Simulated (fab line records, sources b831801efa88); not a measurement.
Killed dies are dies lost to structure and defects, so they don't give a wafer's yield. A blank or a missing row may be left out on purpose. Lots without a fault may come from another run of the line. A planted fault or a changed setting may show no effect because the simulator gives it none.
Problem report in the 8D (eight disciplines) form, filled by code | flow sky130 | the parts of the form that need people (team, actions taken, sign-off) are left out

1. THE PROBLEM
LI_CONTACT_W_RS at SKY_LI_CONTACT_RS_MEAS_22 reads a mean of 0.361 ohm/sq on 6 wafers of 2 lots; wafers without a fault read 0.285 ohm/sq with a standard deviation of 0.0048. That is +16 standard deviations from the usual mean.
The step: measures by four-point-probe.
First seen on wafer L429.2, day 33 13:16, on film_metro-02. The record holds 33 wafers of 11 lots with a number at this step. Rule for "out", or "out of limits": more than 4 standard deviations from the usual mean. The other wafers with a number count as sound.

2. WHAT IT IS AND WHAT IT IS NOT
question                    | is                           | is not
which readings at this step | LI_CONTACT_W_RS              | -
which lots                  | L429, L430                   | L416, L420, L421, L428, L432, L436, L437, L438, L439
which wafers of those lots  | all that have a number       | -
read on which gauges        | film_metro-01, film_metro-02 | film_metro-04
when                        | from day 33 13:16            | up to then (12 sound wafers); but 15 sound wafers of L432, L436, L437, L438, L439 came after

3. SUSPECTS, AND WHAT RULES EACH OUT
Counting: a tool at a process step up to the reading stays a suspect if it ran every lot that is out and no sound lot after the first of them.
- the gauge at SKY_LI_CONTACT_RS_MEAS_22: ruled out. The wafers that are out were read on 2 gauges (film_metro-01, film_metro-02).
- cvd_w-01 at SKY_LI_CONTACT_CVD_21 (deposits W, target thk 400 nm, time 120.56 s): kept. It ran every lot that is out, first L429 (day 33 13:07), and no sound lot after that; its last sound lot up to then is L428 (day 33 06:10). Its own readings are out on those wafers: susceptor_temp_C.
Left after counting: cvd_w-01 at SKY_LI_CONTACT_CVD_21.

4. THE CAUSE (what the simulator had put in)
Process parameter drift: cvd_w-01, from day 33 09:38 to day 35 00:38, at SKY_LI_CONTACT_CVD_21. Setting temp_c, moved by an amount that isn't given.
Counting left only this tool.

5. THE CHAIN OF EFFECTS, in route order
Each row: a reading whose mean over the struck wafers that have a number lies more than 3 standard deviations from the usual. Only readings for which the record gives a usual standard deviation are gone through. hours: the time from each lot's start at the first step in this table that gives one to its start at this step, as a median over the lots. sigmas: the change in usual standard deviations.
hours | step                       | reading            | usual        | on struck wafers | change | sigmas
0     | SKY_LI_CONTACT_CVD_21      | susceptor_temp_C   | 400.02 C     | 386.59           | -13.43 | -67
0     | SKY_LI_CONTACT_RS_MEAS_22  | LI_CONTACT_W_RS    | 0.285 ohm/sq | 0.361            | +0.076 | +16
0     | SKY_LI_CONTACT_THK_MEAS_23 | LI_CONTACT_W_THK   | 426 nm       | 335              | -91    | -9.1
0     | SKY_LI_CONTACT_CMP_24      | time_to_endpoint_s | 98 s         | 78               | -20    | -3.5
The process steps in it:
- SKY_LI_CONTACT_CVD_21: deposits W, target thk 400 nm, time 120.56 s.
- SKY_LI_CONTACT_CMP_24: polishes, stops on PSG, t overpolish 20 s, target thk 0 nm.

6. WHAT WOULD HAVE CAUGHT IT SOONER
In this record the first reading out of limits at a measuring or inspecting step was taken at day 33 13:16, 4 hours after the fault began at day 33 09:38.
The tool's own readings at SKY_LI_CONTACT_CVD_21 were out on every struck wafer that the step has a row for (susceptor_temp_C): an alarm limit on them would have fired on the first of those.
Of the lots that are out (2), L430 began SKY_LI_CONTACT_CVD_21 on cvd_w-01 after day 33 13:16. A hold on the tool at that time would have spared it.
